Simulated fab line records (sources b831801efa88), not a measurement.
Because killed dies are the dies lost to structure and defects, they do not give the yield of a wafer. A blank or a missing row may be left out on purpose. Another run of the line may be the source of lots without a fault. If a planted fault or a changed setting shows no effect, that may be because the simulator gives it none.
fab line records -- flow gf180mcu
record lots=10, wafers=30, lastDay=34
route steps=602 shown V4@479 MIM@511
lots with no fault: from the same line, run without faults
startH: start of the lot's first displayed wafer, in hours after the record's first day -- waitH: time in hours since the lot's previous step -- " repeats the value in the row above -- L1.1+2: several wafers, shown together as one row -- - either no value or no given start -- * or withheld: withheld -- < > ~ a bound
route shown NAME@n: names a module that has steps shown in the file, with the first one's number in the route -- usual: mean/standard deviation of fault-free wafers -- same: alike in all rows -- chamber/n: place in a boat -- sites: each site's reading -- _std_site: standard deviation across them -- _edge_site: mean of outer sites minus mean of inner sites -- radiusMm: how far each site lies from the wafer's centre -- mask NAME#n: copy n -- behind: the most recent tool/chamber to have shaped the wafer -- hold: what put the lot on hold/how long, in hours/how the hold closed -- device: names the non-switching transistor (n, p or np) -- end of line: tests of these same wafers at the route's end -- step lacking rows: just its recipe -- killed: dies that structure and defects cost at the first sort, which is not the same as the wafer's yield -- map: the dies of a wafer, with x for killed, . for not killed, _ for no die there
set.NAME: the setting as run; set.NAME@STEP: as run at that earlier step -- model.NAME: the simulator's own value behind a step, which no gauge read
the route's steps for a sample of lots (tables are steps, rows are wafers)
services: from which hour (startH, from the record's first day; less than 0 if before it) a tool's chamber was out of use, for how many hours, and why
## steps
# step GF_V4_THK_MEAS_03
# recipe reads=SiO2_of_V4_CVD_02
# usual V4_CVD_02_THK=852/12
lot.wafer,tool,chamber,startH,waitH,V4_CVD_02_THK[nm]
L219.1,filmMetro-04,-,546.22,0.1,832
L219.2,filmMetro-04,-,546.22,0.1,844
L219.6,filmMetro-04,-,546.22,0.1,852
L220.1,filmMetro-02,-,554.17,0.0,832
L220.2,filmMetro-02,-,554.17,0.0,837
L220.4,filmMetro-02,-,554.17,0.0,849
L228.2,filmMetro-02,-,618.15,0.0,874
L228.3,filmMetro-02,-,618.15,0.0,857
L228.4,filmMetro-02,-,618.15,0.0,880
L229.1,filmMetro-03,-,624.17,0.0,847
L229.2,filmMetro-03,-,624.17,0.0,871
L229.3,filmMetro-03,-,624.17,0.0,844
L230.2,filmMetro-02,-,625.52,0.0,836
L230.5,filmMetro-02,-,625.52,0.0,848
L230.6,filmMetro-02,-,625.52,0.0,849
L235.1,filmMetro-03,-,676.90,0.0,857
L235.2,filmMetro-03,-,676.90,0.0,875
L235.3,filmMetro-03,-,676.90,0.0,859
L237.1,filmMetro-02,-,681.65,0.0,866
L237.3,filmMetro-02,-,681.65,0.0,847
L237.4,filmMetro-02,-,681.65,0.0,875
L239.1,filmMetro-03,-,701.07,0.0,855
L239.4,filmMetro-03,-,701.07,0.0,866
L239.5,filmMetro-03,-,701.07,0.0,861
L241.1,filmMetro-02,-,710.97,0.0,851
L241.4,filmMetro-02,-,710.97,0.0,846
L241.5,filmMetro-02,-,710.97,0.0,858
L240.3,filmMetro-03,-,715.19,0.1,831
L240.4,filmMetro-03,-,715.19,0.1,847
L240.5,filmMetro-03,-,715.19,0.1,861
# step GF_V4_SPUTTER_21
# recipe material=Ti, targetThkNm=15, chamberPressurePa=5, powerW=2500, substrateTempC=200, timeS=80.02
# usual chamberPressurePa=4.999/0.0093, throttleValvePct=29.9/0.84
lot.wafer,tool,chamber,startH,waitH,chamberPressurePa,throttleValvePct
L219.1,pvdSputter-01,-,569.66,0.0,4.999,31.2
L219.2,pvdSputter-01,-,569.66,0.0,5.017,29.4
L219.6,pvdSputter-01,-,569.66,0.0,5.010,29.3
L220.1,pvdSputter-04,-,577.69,0.0,4.997,28.6
L220.2,pvdSputter-04,-,577.69,0.0,5.019,30.3
L220.4,pvdSputter-04,-,577.69,0.0,4.997,29.5
L228.2,pvdSputter-01,-,640.29,0.0,5.009,30.8
L228.3,pvdSputter-01,-,640.29,0.0,5.002,29.8
L228.4,pvdSputter-01,-,640.29,0.0,5.000,28.8
L229.1,pvdSputter-04,-,645.25,0.0,4.999,29.5
L229.2,pvdSputter-04,-,645.25,0.0,5.004,28.7
L229.3,pvdSputter-04,-,645.25,0.0,5.009,30.5
L230.2,pvdSputter-01,-,646.74,0.0,4.984,28.7
L230.5,pvdSputter-01,-,646.74,0.0,4.999,30.0
L230.6,pvdSputter-01,-,646.74,0.0,5.017,31.0
L235.1,pvdSputter-01,-,697.10,0.0,4.980,30.8
L235.2,pvdSputter-01,-,697.10,0.0,4.997,28.8
L235.3,pvdSputter-01,-,697.10,0.0,5.001,29.8
L237.1,pvdSputter-01,-,701.28,0.0,4.999,29.8
L237.3,pvdSputter-01,-,701.28,0.0,4.992,30.8
L237.4,pvdSputter-01,-,701.28,0.0,5.012,29.4
L239.1,pvdSputter-01,-,720.18,0.0,5.008,30.6
L239.4,pvdSputter-01,-,720.18,0.0,5.009,29.7
L239.5,pvdSputter-01,-,720.18,0.0,5.001,28.3
L241.1,pvdSputter-02,-,730.13,0.0,4.985,29.0
L241.4,pvdSputter-02,-,730.13,0.0,4.998,30.5
L241.5,pvdSputter-02,-,730.13,0.0,4.993,30.6
L240.3,pvdSputter-01,-,733.70,0.0,5.002,29.4
L240.4,pvdSputter-01,-,733.70,0.0,5.006,31.1
L240.5,pvdSputter-01,-,733.70,0.0,4.991,29.9
# step GF_MIM_SPUTTER_08
# recipe material=AlCu, targetThkNm=200, powerW=10600, timeS=10.6, chamberPressurePa=0.4
# usual chamberPressurePa=0.4001/0.00082, throttleValvePct=30.0/0.98
lot.wafer,tool,chamber,startH,waitH,chamberPressurePa,throttleValvePct
L219.1,pvdSputter-04,-,570.71,0.0,0.3991,30.3
L219.2,pvdSputter-04,-,570.71,0.0,0.3997,29.0
L219.6,pvdSputter-04,-,570.71,0.0,0.3991,28.8
L220.1,pvdSputter-04,-,578.74,0.0,0.3998,30.5
L220.2,pvdSputter-04,-,578.74,0.0,0.4008,29.6
L220.4,pvdSputter-04,-,578.74,0.0,0.4006,30.4
L228.2,pvdSputter-04,-,641.34,0.0,0.4004,28.8
L228.3,pvdSputter-04,-,641.34,0.0,0.3977,29.4
L228.4,pvdSputter-04,-,641.34,0.0,0.3999,30.6
L229.1,pvdSputter-04,-,646.30,0.0,0.3999,28.3
L229.2,pvdSputter-04,-,646.30,0.0,0.4008,30.6
L229.3,pvdSputter-04,-,646.30,0.0,0.4013,30.5
L230.2,pvdSputter-04,-,647.79,0.0,0.3993,29.7
L230.5,pvdSputter-04,-,647.79,0.0,0.3988,30.5
L230.6,pvdSputter-04,-,647.79,0.0,0.3982,29.7
L235.1,pvdSputter-03,-,698.15,0.0,0.4004,31.0
L235.2,pvdSputter-03,-,698.15,0.0,0.4007,28.9
L235.3,pvdSputter-03,-,698.15,0.0,0.4006,31.8
L237.1,pvdSputter-03,-,702.37,0.0,0.4001,28.8
L237.3,pvdSputter-03,-,702.37,0.0,0.4007,30.8
L237.4,pvdSputter-03,-,702.37,0.0,0.4006,28.6
L239.1,pvdSputter-03,-,721.23,0.0,0.3998,28.6
L239.4,pvdSputter-03,-,721.23,0.0,0.4000,31.9
L239.5,pvdSputter-03,-,721.23,0.0,0.3994,28.6
L241.1,pvdSputter-04,-,731.18,0.0,0.4006,28.6
L241.4,pvdSputter-04,-,731.18,0.0,0.3997,29.5
L241.5,pvdSputter-04,-,731.18,0.0,0.4002,28.5
L240.3,pvdSputter-02,-,734.78,0.0,0.3983,28.9
L240.4,pvdSputter-02,-,734.78,0.0,0.3997,31.2
L240.5,pvdSputter-02,-,734.78,0.0,0.4016,30.6
# step GF_MIM_RS_MEAS_10
# recipe thkMeasGauge=four-point-probe, reads=TiN_of_MIM_SPUTTER_09+AlCu_of_MIM_SPUTTER_08+TiN_of_MIM_SPUTTER_07
# usual MIM_ALCU_RS=0.1608/0.002
lot.wafer,tool,chamber,startH,waitH,MIM_ALCU_RS[ohm/sq]
L219.1,filmMetro-04,-,570.76,0.0,0.1571
L219.2,filmMetro-04,-,570.76,0.0,0.1573
L219.6,filmMetro-04,-,570.76,0.0,0.1561
L220.1,filmMetro-02,-,578.80,0.0,0.1617
L220.2,filmMetro-02,-,578.80,0.0,0.1598
L220.4,filmMetro-02,-,578.80,0.0,0.1614
L228.2,filmMetro-02,-,641.42,0.0,0.1613
L228.3,filmMetro-02,-,641.42,0.0,0.1727
L228.4,filmMetro-02,-,641.42,0.0,0.1614
L229.1,filmMetro-01,-,646.36,0.0,0.1604
L229.2,filmMetro-01,-,646.36,0.0,0.1607
L229.3,filmMetro-01,-,646.36,0.0,0.1733
L230.2,filmMetro-02,-,647.87,0.0,0.1586
L230.5,filmMetro-02,-,647.87,0.0,0.1603
L230.6,filmMetro-02,-,647.87,0.0,0.1724
L235.1,filmMetro-01,-,698.21,0.0,0.1615
L235.2,filmMetro-01,-,698.21,0.0,0.1638
L235.3,filmMetro-01,-,698.21,0.0,0.1616
L237.1,filmMetro-01,-,702.43,0.0,0.1624
L237.3,filmMetro-01,-,702.43,0.0,0.1593
L237.4,filmMetro-01,-,702.43,0.0,0.1613
L239.1,filmMetro-02,-,721.29,0.0,0.1595
L239.4,filmMetro-02,-,721.29,0.0,0.1592
L239.5,filmMetro-02,-,721.29,0.0,0.1605
L241.1,filmMetro-02,-,731.24,0.0,0.1646
L241.4,filmMetro-02,-,731.24,0.0,0.1628
L241.5,filmMetro-02,-,731.24,0.0,0.1633
L240.3,filmMetro-02,-,734.99,0.2,0.1607
L240.4,filmMetro-02,-,734.99,0.2,0.1593
L240.5,filmMetro-02,-,734.99,0.2,0.1581
# step GF_MIM_THK_MEAS_11
# recipe thkMeasGauge=xrf, reads=AlCu_of_MIM_SPUTTER_08
# usual MIM_ALCU_THK=199.1/2.7
lot.wafer,tool,chamber,startH,waitH,MIM_ALCU_THK[nm]
L219.1,filmMetro-04,-,570.88,0.1,203.2
L219.2,filmMetro-04,-,570.88,0.1,202.9
L219.6,filmMetro-04,-,570.88,0.1,204.3
L220.1,filmMetro-02,-,578.92,0.1,199.0
L220.2,filmMetro-02,-,578.92,0.1,200.3
L220.4,filmMetro-02,-,578.92,0.1,198.0
L228.2,filmMetro-02,-,641.53,0.1,200.2
L228.3,filmMetro-02,-,641.53,0.1,186.3
L228.4,filmMetro-02,-,641.53,0.1,199.4
L229.1,filmMetro-01,-,646.48,0.1,201.7
L229.2,filmMetro-01,-,646.48,0.1,200.1
L229.3,filmMetro-01,-,646.48,0.1,185.4
L230.2,filmMetro-02,-,647.98,0.1,202.1
L230.5,filmMetro-02,-,647.98,0.1,198.8
L230.6,filmMetro-02,-,647.98,0.1,185.5
L235.1,filmMetro-01,-,698.33,0.1,197.0
L235.2,filmMetro-01,-,698.33,0.1,195.3
L235.3,filmMetro-01,-,698.33,0.1,198.8
L237.1,filmMetro-01,-,702.55,0.1,198.2
L237.3,filmMetro-01,-,702.55,0.1,198.7
L237.4,filmMetro-01,-,702.55,0.1,197.7
L239.1,filmMetro-02,-,721.41,0.1,202.0
L239.4,filmMetro-02,-,721.41,0.1,202.6
L239.5,filmMetro-02,-,721.41,0.1,199.4
L241.1,filmMetro-02,-,731.36,0.1,195.3
L241.4,filmMetro-02,-,731.36,0.1,197.8
L241.5,filmMetro-02,-,731.36,0.1,197.9
L240.3,filmMetro-02,-,735.09,0.1,199.0
L240.4,filmMetro-02,-,735.09,0.1,201.6
L240.5,filmMetro-02,-,735.09,0.1,203.4
# step GF_MIM_METAL_ETCH_19
# recipe chemistry=Cl2/BCl3, maskMaterial=NOVOLAK, stopOn=Si3N4, targetDepthNm=324.5, pressureMtorr=8, icpW=800, biasW=140, Cl2_flow_sccm=80, bcl3FlowSccm=40, timeS=54.1
# usual drypumpMotorCurrentA=5.7/0.38, heBacksideLeakSccm=3.4/0.32, oesProductAu=0.940/0.0064, throttleValvePct=28.284/0.011
lot.wafer,tool,chamber,startH,waitH,drypumpMotorCurrentA,heBacksideLeakSccm,oesProductAu,rfHoursCounterH,throttleValvePct
L219.1,rieMetal-03,0,591.98,0.1,6.0,3.4,0.945,14,28.266
L219.2,rieMetal-03,1,591.98,0.1,6.0,3.3,0.943,12,28.275
L219.6,rieMetal-03,1,591.98,0.1,6.0,3.2,0.946,-,28.270
L220.1,rieMetal-04,1,600.15,0.1,5.7,3.5,0.933,4,28.274
L220.2,rieMetal-04,0,600.15,0.1,5.0,3.4,0.941,13,28.278
L220.4,rieMetal-04,1,600.15,0.1,5.7,3.4,0.932,-,28.287
L228.2,rieMetal-01,1,660.88,0.1,6.2,3.5,0.944,6,28.277
L228.3,rieMetal-01,0,660.88,0.1,5.7,3.3,0.914,-,28.318
L228.4,rieMetal-01,1,660.88,0.1,6.2,3.3,0.941,-,28.295
L229.1,rieMetal-03,0,665.39,0.1,6.0,3.0,0.939,1,28.268
L229.2,rieMetal-03,1,665.39,0.1,6.0,3.2,0.942,0,28.284
L229.3,rieMetal-03,0,665.39,0.1,6.0,5.0,0.912,-,28.308
L230.2,rieMetal-04,0,667.48,0.1,5.0,3.4,0.943,1,28.286
L230.5,rieMetal-04,1,667.48,0.1,5.7,3.6,0.940,-,28.292
L230.6,rieMetal-04,0,667.48,0.1,5.0,3.1,0.920,-,28.308
L235.1,rieMetal-04,0,715.64,0.1,5.0,3.4,0.943,3,28.293
L235.2,rieMetal-04,1,715.64,0.1,5.7,3.6,0.932,9,28.295
L235.3,rieMetal-04,1,715.64,0.1,5.7,3.5,0.942,-,28.297
L237.1,rieMetal-01,1,720.44,0.1,6.2,3.4,0.939,8,28.285
L237.3,rieMetal-01,0,720.44,0.1,5.7,6.1,0.940,-,28.282
L237.4,rieMetal-01,1,720.44,0.1,6.2,3.6,0.937,-,28.278
L239.1,rieMetal-01,0,738.19,0.1,5.7,3.3,0.938,4,28.263
L239.4,rieMetal-01,1,738.19,0.1,6.1,3.3,0.943,-,28.283
L239.5,rieMetal-01,0,738.19,0.1,5.7,3.1,0.946,-,28.285
L241.1,rieMetal-01,0,748.13,0.1,5.7,3.2,0.922,4,28.292
L241.4,rieMetal-01,1,748.13,0.1,6.2,3.5,0.940,-,28.302
L241.5,rieMetal-01,0,748.13,0.1,5.7,3.2,0.924,-,28.296
L240.3,rieMetal-01,1,751.10,0.1,6.1,3.6,0.936,-,28.279
L240.4,rieMetal-01,0,751.10,0.1,5.7,3.1,0.954,-,28.280
L240.5,rieMetal-01,0,751.10,0.1,5.7,3.2,0.953,-,28.261
# step GF_MIM_STRIP_20
# recipe chemistry=O2/N2, powerW=1400, pressureMtorr=1500, platenTempC=250, o2FlowSccm=3000, n2FlowSccm=300, overashFraction=0.5
# usual drypumpMotorCurrentA=5.6/0.47, heaterPowerW=328/28, oesProductAu=0.692/0.0048, stripTimeToEndpointS=11.22/0.052
lot.wafer,tool,chamber,startH,waitH,drypumpMotorCurrentA,heaterPowerW,oesProductAu,rfHoursCounterH,stripTimeToEndpointS
L219.1,plasmaAsher-04,0,592.05,0.0,5.8,316,0.690,17,11.18
L219.2,plasmaAsher-04,1,592.05,0.0,6.0,339,0.682,17,11.26
L219.6,plasmaAsher-04,0,592.05,0.0,5.8,304,0.694,-,11.24
L220.1,plasmaAsher-02,1,600.22,0.0,6.6,305,0.690,52,11.25
L220.2,plasmaAsher-02,0,600.22,0.0,5.3,325,0.693,52,11.28
L220.4,plasmaAsher-02,0,600.22,0.0,5.3,323,0.696,-,11.20
L228.2,plasmaAsher-01,0,660.95,0.0,5.6,375,0.685,89,11.23
L228.3,plasmaAsher-01,0,660.95,0.0,5.6,368,0.692,-,11.15
L228.4,plasmaAsher-01,1,660.95,0.0,5.0,305,0.689,-,11.24
L229.1,plasmaAsher-01,0,665.46,0.0,5.6,373,0.692,90,11.16
L229.2,plasmaAsher-01,1,665.46,0.0,5.0,299,0.697,90,11.30
L229.3,plasmaAsher-01,1,665.46,0.0,5.0,299,0.691,-,11.15
L230.2,plasmaAsher-04,0,667.55,0.0,5.8,303,0.688,25,11.22
L230.5,plasmaAsher-04,1,667.55,0.0,6.0,339,0.697,-,11.20
L230.6,plasmaAsher-04,0,667.55,0.0,5.8,306,0.694,-,11.26
L235.1,plasmaAsher-04,1,715.71,0.0,6.0,343,0.698,30,11.31
L235.2,plasmaAsher-04,0,715.71,0.0,5.8,307,0.696,30,11.21
L235.3,plasmaAsher-04,0,715.71,0.0,5.8,304,0.687,-,11.23
L237.1,plasmaAsher-01,1,720.51,0.0,5.0,301,0.687,96,11.23
L237.3,plasmaAsher-01,1,720.51,0.0,5.0,304,0.693,-,11.12
L237.4,plasmaAsher-01,0,720.51,0.0,5.6,373,0.700,-,11.22
L239.1,plasmaAsher-04,1,738.26,0.0,6.0,335,0.682,32,11.15
L239.4,plasmaAsher-04,1,738.26,0.0,6.0,349,0.695,-,11.19
L239.5,plasmaAsher-04,0,738.26,0.0,5.8,309,0.691,-,11.12
L241.1,plasmaAsher-01,1,748.20,0.0,5.0,303,0.693,100,11.25
L241.4,plasmaAsher-01,0,748.20,0.0,5.6,377,0.691,-,11.28
L241.5,plasmaAsher-01,1,748.20,0.0,5.0,307,0.689,-,11.25
L240.3,plasmaAsher-01,0,751.18,0.1,5.6,379,0.691,-,11.18
L240.4,plasmaAsher-01,1,751.18,0.1,5.0,297,0.690,-,11.16
L240.5,plasmaAsher-01,0,751.18,0.1,5.6,374,0.687,-,11.15
## services
tool,chamber,startH,hours,kind
plasmaAsher-01,-,548.18,0.7,repair
rieMetal-04,-,553.27,2.8,pm
pvdSputter-03,0,561.18,-,consumableReplace:kit
pvdSputter-03,0,561.18,18.0,scheduledDown
pvdSputter-03,-,588.24,3.9,repair
pvdSputter-04,-,592.31,1.6,repair
rieMetal-01,0,603.35,-,clean
rieMetal-01,0,603.35,14.6,scheduledDown
rieMetal-01,0,603.35,14.6,ventCycle
plasmaAsher-02,-,605.50,2.7,repair
plasmaAsher-04,-,642.03,2.8,pm
rieMetal-01,0,642.52,14.5,repair
plasmaAsher-04,-,684.95,4.4,repair
rieMetal-04,-,688.46,3.1,repair
pvdSputter-04,-,705.50,5.8,repair
pvdSputter-02,-,707.87,1.2,repair
rieMetal-03,1,712.23,5.7,repair
pvdSputter-01,3,725.38,-,consumableReplace:kit
pvdSputter-01,3,725.38,18.0,scheduledDown
pvdSputter-01,3,725.38,18.0,ventCycle
pvdSputter-04,0,736.25,-,consumableReplace:kit
pvdSputter-04,0,736.25,18.0,scheduledDown
pvdSputter-04,0,736.25,18.0,ventCycle
pvdSputter-01,-,742.78,1.8,repair
## key
firstSign step=GF_MIM_RS_MEAS_10, reading=MIM_ALCU_RS, direction=up, sigmas=6, usual=0.1608, struck=0.1728
effect step=GF_MIM_THK_MEAS_11, reading=MIM_ALCU_THK, direction=down, sigmas=4.9, usual=199.1, struck=185.8
effect step=GF_MIM_METAL_ETCH_19, reading=oesProductAu, direction=down, sigmas=3.9, usual=0.940, struck=0.915
metAt GF_MIM_SPUTTER_08
struckLots L228,L229,L230
struckWafers L228.3,L229.3,L230.6
notActingAt GF_V4_THK_MEAS_03,GF_V4_SPUTTER_21,GF_MIM_STRIP_20
onsetBetween 578.74 641.34
fault kind=processParameterDrift, tool=pvdSputter-04, chamber=-, onsetH=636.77, steps=GF_MIM_SPUTTER_08, channel=timeS, offset=*, shape=step, endH=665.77, scope=struckWafersOnly, actsIn=*, stated=*
